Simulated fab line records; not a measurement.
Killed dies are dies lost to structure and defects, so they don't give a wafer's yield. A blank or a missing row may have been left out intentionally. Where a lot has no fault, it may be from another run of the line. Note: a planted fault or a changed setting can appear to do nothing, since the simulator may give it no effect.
fab line records | flow sky130
record: lots: 5 wafers: 15 last-day: 50
route steps=708 shown LDD_P@263 LDD_HVN@267 LDD_HVP@278 PAD_OPEN@708
lots untouched by any fault: they come from a run of this same line in which no faults occurred
start-h: the number of hours between the record's first day and the start of the first shown wafer of the lot | wait-h: how many hours have passed since the lot's step before this one | " unchanged from the row above | L1.1+2: a single row standing in for several wafers | - no value, or no start given | * or withheld: withheld | < > ~ a bound
route shown NAME@n: a module of which the file shows steps, and the number in the route of the first | usual: the fault-free wafers' mean and standard deviation | same: alike in all rows | chamber/n: place in a boat | sites: each site's reading | _std_site: standard deviation of those values | _edge_site: inner sites' mean taken away from outer sites' mean | radius-mm: how far each site lies from the wafer's centre | mask NAME#n: copy n | behind: the last tool/chamber to shape the wafer | hold: why the lot was held/for how many hours/how that ended | device: transistor that didn't switch, given as n, p or np | end of line: at the end of the route, the tests of the same wafers | a step given without rows: its recipe and nothing more | killed: dies lost to structure and defects at the first sort, not the wafer's yield | map: a wafer's dies, marking killed ones x, the rest . and places with no die _
set.NAME: the setting as run; set.NAME@STEP: as run at that earlier step | model.NAME: the simulator's own value behind a step, which no gauge read
certain route steps with their lots: each step a table, each wafer a row
services: the hour from which a tool's chamber was out of use, counted from the record's first day as start-h (under 0 if before that day), plus the number of hours and why
== steps ==
step: SKY_LDD_P_OVL_MEAS_08
usual: LDD_P_OVL: 0.2/1.4
columns lot.wafer tool chamber start-h wait-h LDD_P_OVL[nm]
L825.2 overlay-01 - 445.88 0.1 2.6
L825.4 " - " " 2.3
L825.6 " - " " 2.3
L830.1 overlay-02 - 496.75 0.1 2.0
L830.4 " - " " 1.6
L830.5 " - " " 1.7
L837.1 overlay-01 - 552.37 0.1 1.4
L837.4 " - " " 1.5
L837.5 " - " " 1.6
L844.1 overlay-02 - 613.62 0.1 -0.5
L844.3 " - " " 1.4
L844.6 " - " " -0.9
L845.1 overlay-01 - 620.26 0.1 1.0
L845.3 " - " " 1.0
L845.6 " - " " 1.3
step: SKY_LDD_P_IMPLANT_09
recipe: species: BF2 energy-kev: 25 dose-cm2: 1e+13 tilt-deg: withheld
step: SKY_LDD_P_STRIP_10
recipe: chemistry: O2/N2 power-w: 1400 pressure-mtorr: 1500 platen-temp-c: withheld o2-flow-sccm: 3000 n2-flow-sccm: 300 overash-fraction: 0.5
usual: drypump-motor-current-A: 5.7/0.37 oes-product-au: 0.715/0.0051 strip-time-to-endpoint-s: 14.180/0.029
columns lot.wafer tool chamber start-h wait-h drypump-motor-current-A oes-product-au rf-hours-counter-h strip-time-to-endpoint-s
L825.2 plasma-asher-03 0 446.06 0.1 5.7 0.717 64 14.219
L825.4 " 0 " " 5.7 0.713 - 14.225
L825.6 " 0 " " 5.7 0.716 - 14.198
L830.1 plasma-asher-03 0 496.94 0.1 5.7 0.711 69 14.171
L830.4 " 1 " " 5.6 0.712 - 14.153
L830.5 " 0 " " 5.7 0.718 - 14.223
L837.1 plasma-asher-01 1 552.56 0.1 6.2 0.709 43 14.148
L837.4 " 1 " " 6.1 0.725 - 14.201
L837.5 " 1 " " 6.1 0.714 - 14.202
L844.1 plasma-asher-03 1 613.81 0.1 5.6 0.719 80 14.169
L844.3 " 1 " " 5.6 0.723 - 14.184
L844.6 " 0 " " 5.7 0.720 - 14.142
L845.1 plasma-asher-02 1 620.44 0.1 5.1 0.716 91 14.208
L845.3 " 1 " " 5.1 0.708 - 14.185
L845.6 " 0 " " 6.2 0.714 - 14.176
step: SKY_LDD_P_TW_MEAS_11
usual: LDD_P_TW: 638/5.2
columns lot.wafer tool chamber start-h wait-h LDD_P_TW
L825.2 film-metro-03 - 446.17 0.1 643
L825.4 " - " " 638
L825.6 " - " " 637
L830.1 film-metro-04 - 497.04 0.1 639
L830.4 " - " " 648
L830.5 " - " " 643
L837.1 film-metro-03 - 552.66 0.1 645
L837.4 " - " " 643
L837.5 " - " " 643
L844.1 film-metro-03 - 613.91 0.1 632
L844.3 " - " " 635
L844.6 " - " " 631
L845.1 film-metro-04 - 620.54 0.1 641
L845.3 " - " " 640
L845.6 " - " " 642
step: SKY_LDD_HVN_DEHYDRATE_00
recipe: temp-c: 200 time-s: 60
step: SKY_LDD_HVN_HMDS_01
recipe: prime-time-s: 60 prime-temp-c: 120
step: SKY_LDD_HVN_COAT_02
recipe: resist: NOVOLAK spin-rpm: 3000 resist-thk-nm: 300
step: SKY_LDD_HVN_SOFTBAKE_03
recipe: temp-c: 90 time-s: 60 resist: NOVOLAK
step: SKY_LDD_HVN_EXPOSE_04
recipe: mask-id: HVNTM na: 0.6 source-shape: conventional sigma-outer: 0.6 polarization: unpolarized target-cd-nm: 700 dose-mj: 127
step: SKY_LDD_HVN_PEB_05
recipe: temp-c: withheld time-s: * resist: NOVOLAK
step: SKY_LDD_HVN_DEVELOP_06
recipe: resist: NOVOLAK developer: TMAH develop-time-s: 60 dev-temp-c: 23
step: SKY_LDD_HVN_OVL_MEAS_07
usual: LDD_HVN_OVL: 0.5/1.4
columns lot.wafer tool chamber start-h wait-h LDD_HVN_OVL[nm]
L825.2 overlay-01 - 476.61 0.1 0.8
L825.4 " - " " 0.3
L825.6 " - " " 2.0
L830.1 overlay-01 - 527.35 0.1 0.0
L830.4 " - " " 0.4
L830.5 " - " " 1.0
L837.1 overlay-02 - 581.74 0.1 -1.3
L837.4 " - " " -1.0
L837.5 " - " " 0.2
L844.1 overlay-02 - 642.49 0.1 0.4
L844.3 " - " " 1.3
L844.6 " - " " 2.3
L845.1 overlay-02 - 649.59 0.1 1.7
L845.3 " - " " 2.2
L845.6 " - " " 1.2
step: SKY_LDD_HVN_IMPLANT_08
recipe: species: P energy-kev: 60 dose-cm2: 3e+13 tilt-deg: 40
usual: beam-energy-keV: 60.003/0.018
columns lot.wafer tool chamber start-h wait-h beam-energy-keV
L825.2 implanter-01 0 476.66 0.0 60.010
L825.4 " 0 " " 59.987
L825.6 " 0 " " 60.009
L830.1 implanter-02 0 527.39 0.0 59.961
L830.4 " 0 " " 59.990
L830.5 " 0 " " 59.997
L837.1 implanter-02 0 581.77 0.0 60.009
L837.4 " 0 " " 59.999
L837.5 " 0 " " 59.994
L844.1 implanter-04 0 642.52 0.0 59.996
L844.3 " 0 " " 59.980
L844.6 " 0 " " 59.995
L845.1 implanter-04 0 649.62 0.0 60.005
L845.3 " 0 " " 60.029
L845.6 " 0 " " 59.984
step: SKY_LDD_HVN_STRIP_09
recipe: chemistry: O2/N2 power-w: 1400 pressure-mtorr: 1500 platen-temp-c: withheld o2-flow-sccm: 3000 n2-flow-sccm: 300 overash-fraction: 0.5
usual: drypump-motor-current-A: 5.5/0.35 oes-product-au: 0.408/0.005 strip-time-to-endpoint-s: 4.134/0.015
columns lot.wafer tool chamber start-h wait-h drypump-motor-current-A oes-product-au rf-hours-counter-h strip-time-to-endpoint-s
L825.2 plasma-asher-01 0 476.79 0.1 5.3 0.402 35 4.131
L825.4 " 1 " " 6.2 0.411 - 4.119
L825.6 " 1 " " 6.1 0.414 - 4.123
L830.1 plasma-asher-01 1 527.54 0.1 6.2 0.412 40 4.145
L830.4 " 0 " " 5.3 0.404 - 4.141
L830.5 " 1 " " 6.2 0.405 - 4.147
L837.1 plasma-asher-04 1 581.92 0.1 5.1 0.419 15 4.159
L837.4 " 1 " " 5.1 0.399 - 4.132
L837.5 " 1 " " 5.1 0.407 - 4.130
L844.1 plasma-asher-03 1 642.67 0.1 5.6 0.410 83 4.137
L844.3 " 1 " " 5.6 0.412 - 4.144
L844.6 " 1 " " 5.6 0.411 - 4.141
L845.1 plasma-asher-03 1 649.77 0.1 5.6 0.414 84 4.135
L845.3 " 1 " " 5.6 0.414 - 4.132
L845.6 " 1 " " 5.6 0.403 - 4.113
step: SKY_LDD_HVN_TW_MEAS_10
usual: LDD_HVN_TW: 1438/14
columns lot.wafer tool chamber start-h wait-h LDD_HVN_TW
L825.2 film-metro-02 - 476.90 0.1 1431
L825.4 " - " " 1430
L825.6 " - " " 1424
L830.1 film-metro-02 - 527.64 0.1 1422
L830.4 " - " " 1411
L830.5 " - " " 1423
L837.1 film-metro-03 - 582.02 0.1 1388
L837.4 " - " " 1390
L837.5 " - " " 1429
L844.1 film-metro-02 - 642.77 0.1 1419
L844.3 " - " " 1417
L844.6 " - " " 1424
L845.1 film-metro-02 - 649.87 0.1 1427
L845.3 " - " " 1424
L845.6 " - " " 1430
step: SKY_LDD_HVP_DEHYDRATE_00
recipe: temp-c: 200 time-s: 60
step: SKY_PAD_OPEN_PROBE_99
usual: killed_at_M0_to_M3: 43/6.5 killed_at_M4_up: 3.1/1.8 killed-at-contacts: 24/5.6 killed-at-front-end: 15/4.2 killed-at-other: 0.3/0.5 killed-dies: 86/8.9 killed-open: 47/6.9 killed-short: 39/5.9
same: gross-dies: 492 killed-at-back-side: 0
columns lot.wafer tool chamber start-h wait-h killed_at_M0_to_M3 killed_at_M4_up killed-at-contacts killed-at-front-end killed-at-other killed-dies killed-open killed-short model.etest.tip_n_5v.rs-ohm-sq model.etest.tip_n_5v.rs-ohm-sq-range model.etest.tip_n_5v.rs-ohm-sq-rim-less-centre
L825.2 prober-01 - 1082.90 0.1 42 4 19 16 0 81 42 39 1376 24.94 2.145
L825.4 prober-01 - 1083.00 0.2 41 3 21 23 0 88 47 41 1372 15.54 0.3802
L825.6 prober-01 - 1083.10 0.2 54 0 33 19 1 107 58 49 1385 21.99 -6.782
L830.1 prober-01 - 1115.70 0.1 33 4 18 10 0 65 33 32 1386 19.62 -5.858
L830.4 prober-01 - 1115.85 0.2 47 1 25 27 1 101 54 47 1378 28.62 -8.337
L830.5 prober-01 - 1115.90 0.2 36 2 24 16 0 78 39 39 1374 33.63 7.131
L837.1 prober-02 - 1151.62 0.1 43 4 17 15 0 79 45 34 1609 181.8 -71.65
L837.4 prober-02 - 1151.77 0.2 43 3 19 15 0 80 39 41 1593 199.1 -95.73
L837.5 prober-02 - 1151.82 0.2 44 2 31 10 0 87 49 38 1406 41.62 -4.446
L844.1 prober-01 - 1189.41 0.1 42 4 30 9 2 87 56 31 1399 32.47 -12.98
L844.3 prober-01 - 1189.51 0.2 42 5 29 13 0 89 50 39 1399 56.3 -8.559
L844.6 prober-01 - 1189.66 0.2 48 3 17 19 0 87 50 37 1393 48.26 -1.423
L845.1 prober-02 - 1190.41 0.1 46 1 35 11 0 93 51 42 1384 44.72 -30.13
L845.3 prober-02 - 1190.51 0.2 52 2 35 16 1 106 47 59 1392 37.22 -11.94
L845.6 prober-02 - 1190.66 0.2 38 1 32 17 1 89 52 37 1400 35.65 -13.4
killed by level:class
L825.2 VIA1:geometric-particle:open=10 CONTACT:geometric-particle:open=8 VIA2:geometric-particle:open=7 VIA1:geometric-particle:short=6 METAL2:geometric-particle:short=6 FIELD_ISO:geometric-particle:short=4 METAL1:geometric-particle:short=4 FIELD_ISO:geometric-particle:open=3
L825.4 LI_CONTACT:geometric-particle:open=9 VIA1:geometric-particle:short=9 VIA1:geometric-particle:open=9 FIELD_ISO:geometric-particle:short=8 CONTACT:geometric-particle:open=6 VIA2:geometric-particle:open=5 FIELD_ISO:geometric-particle:open=4 LOCAL_INTERCONNECT:geometric-particle:short=4
L825.6 VIA1:geometric-particle:open=11 LI_CONTACT:geometric-particle:open=11 METAL2:geometric-particle:short=9 CONTACT:geometric-particle:open=9 CONTACT:geometric-particle:short=8 VIA2:geometric-particle:open=8 FIELD_ISO:geometric-particle:open=6 METAL1:geometric-particle:short=6
L830.1 CONTACT:geometric-particle:open=7 METAL1:geometric-particle:short=6 LI_CONTACT:geometric-particle:open=5 METAL2:geometric-particle:short=5 VIA2:geometric-particle:open=5 FIELD_ISO:geometric-particle:open=3 POLY_GATE:geometric-particle:short=3 POLY_GATE:geometric-particle:open=3
L830.4 VIA2:geometric-particle:open=10 VIA2:geometric-particle:short=9 FIELD_ISO:geometric-particle:short=8 CONTACT:geometric-particle:open=8 LI_CONTACT:geometric-particle:open=7 VIA1:geometric-particle:open=7 VIA3:geometric-particle:open=6 POLY_GATE:geometric-particle:open=5
L830.5 LI_CONTACT:geometric-particle:open=10 VIA1:geometric-particle:open=10 VIA1:geometric-particle:short=6 LOCAL_INTERCONNECT:geometric-particle:short=6 VIA3:geometric-particle:open=6 FIELD_ISO:geometric-particle:open=4 POLY_GATE:geometric-particle:open=4 POLY_GATE:geometric-particle:short=4
L837.1 VIA1:geometric-particle:open=13 VIA1:geometric-particle:short=9 CONTACT:geometric-particle:open=8 VIA2:geometric-particle:open=6 LI_CONTACT:geometric-particle:open=4 VIA3:geometric-particle:open=4 METAL2:geometric-particle:short=4 METAL4:geometric-particle:short=4
L837.4 VIA1:geometric-particle:open=10 METAL2:geometric-particle:short=8 CONTACT:geometric-particle:open=7 VIA2:geometric-particle:open=6 METAL1:geometric-particle:short=6 VIA2:geometric-particle:short=5 FIELD_ISO:geometric-particle:open=4 VIA1:geometric-particle:short=4
L837.5 VIA1:geometric-particle:open=11 LI_CONTACT:geometric-particle:open=10 CONTACT:geometric-particle:short=8 CONTACT:geometric-particle:open=8 METAL2:geometric-particle:short=8 VIA2:geometric-particle:open=6 FIELD_ISO:geometric-particle:open=4 VIA1:geometric-particle:short=4
L844.1 CONTACT:geometric-particle:open=11 VIA1:geometric-particle:open=9 LI_CONTACT:geometric-particle:open=8 VIA2:geometric-particle:open=8 VIA3:geometric-particle:open=5 METAL2:geometric-particle:short=5 LOCAL_INTERCONNECT:geometric-particle:open=4 CONTACT:geometric-particle:short=4
L844.3 VIA1:geometric-particle:open=9 CONTACT:geometric-particle:open=9 VIA3:geometric-particle:open=9 LI_CONTACT:geometric-particle:open=8 POLY_GATE:geometric-particle:short=5 LOCAL_INTERCONNECT:geometric-particle:short=5 FIELD_ISO:geometric-particle:open=4 VIA2:geometric-particle:open=4
L844.6 VIA1:geometric-particle:open=11 POLY_GATE:geometric-particle:open=9 VIA2:geometric-particle:open=8 METAL2:geometric-particle:short=7 LI_CONTACT:geometric-particle:open=5 CONTACT:geometric-particle:open=5 VIA3:geometric-particle:open=5 POLY_GATE:geometric-particle:short=4
L845.1 CONTACT:geometric-particle:open=12 LI_CONTACT:geometric-particle:open=8 METAL2:geometric-particle:short=8 VIA1:geometric-particle:open=8 VIA2:geometric-particle:open=8 LOCAL_INTERCONNECT:geometric-particle:short=7 CONTACT:geometric-particle:short=6 VIA1:geometric-particle:short=5
L845.3 CONTACT:geometric-particle:open=14 METAL2:geometric-particle:short=9 VIA1:geometric-particle:short=9 LI_CONTACT:geometric-particle:open=8 CONTACT:geometric-particle:short=8 VIA1:geometric-particle:open=7 POLY_GATE:geometric-particle:short=7 VIA3:geometric-particle:open=5
L845.6 VIA1:geometric-particle:open=12 CONTACT:geometric-particle:open=11 LI_CONTACT:geometric-particle:open=10 CONTACT:geometric-particle:short=8 METAL2:geometric-particle:short=5 VIA2:geometric-particle:open=5 POLY_CUT:geometric-particle:open=4 VIA3:geometric-particle:open=4
== services ==
columns tool chamber start-h hours kind
plasma-asher-04 0 430.25 - clean
plasma-asher-04 1 430.25 - clean
plasma-asher-02 - 437.96 3.0 pm
plasma-asher-02 - 444.37 4.4 repair
plasma-asher-02 - 469.78 2.8 pm
implanter-04 - 473.52 4.6 pm
plasma-asher-02 - 489.08 8.1 repair
implanter-04 - 520.52 10.4 repair
implanter-01 - 527.67 3.7 pm
implanter-02 - 532.48 1.7 repair
implanter-02 - 547.76 19.5 pm
plasma-asher-01 - 562.07 1.5 repair
plasma-asher-03 - 571.94 4.1 repair
implanter-02 - 573.48 1.4 repair
plasma-asher-03 - 584.82 1.6 repair
implanter-02 - 586.72 3.4 repair
implanter-01 - 587.77 3.9 pm
implanter-02 - 600.26 4.1 repair
implanter-02 - 602.17 0.5 repair
plasma-asher-02 - 618.76 0.7 repair
plasma-asher-03 - 621.27 2.5 repair
plasma-asher-01 - 636.05 6.1 repair
== key ==
first-sign: step: SKY_LDD_HVN_TW_MEAS_10 reading: LDD_HVN_TW direction: down sigmas: 3.4 usual: 1438 struck: 1389
effect none on later readings
model-effect: step: SKY_PAD_OPEN_PROBE_99 value: etest.tip_n_5v.rs-ohm-sq without: 1408 struck: 1601
met-at SKY_LDD_HVN_IMPLANT_08
struck-wafers L837.1,L837.4
tester-left-out L837
onset-between 527.39 581.77
fault: kind: process-parameter-drift tool: implanter-02 chamber: - onset-h: 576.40 steps: SKY_LDD_HVN_IMPLANT_08 channel: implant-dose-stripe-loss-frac offset: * shape: step end-h: 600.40 scope: struck-wafers-only
tester-left-out: of these lots the tester's yield and bins aren't shown, on N5 and GAA mostly nor the transistor test; their killed dies are dies lost to structure and defects alone, not to doping, threshold or leakage, so they don't give the yield
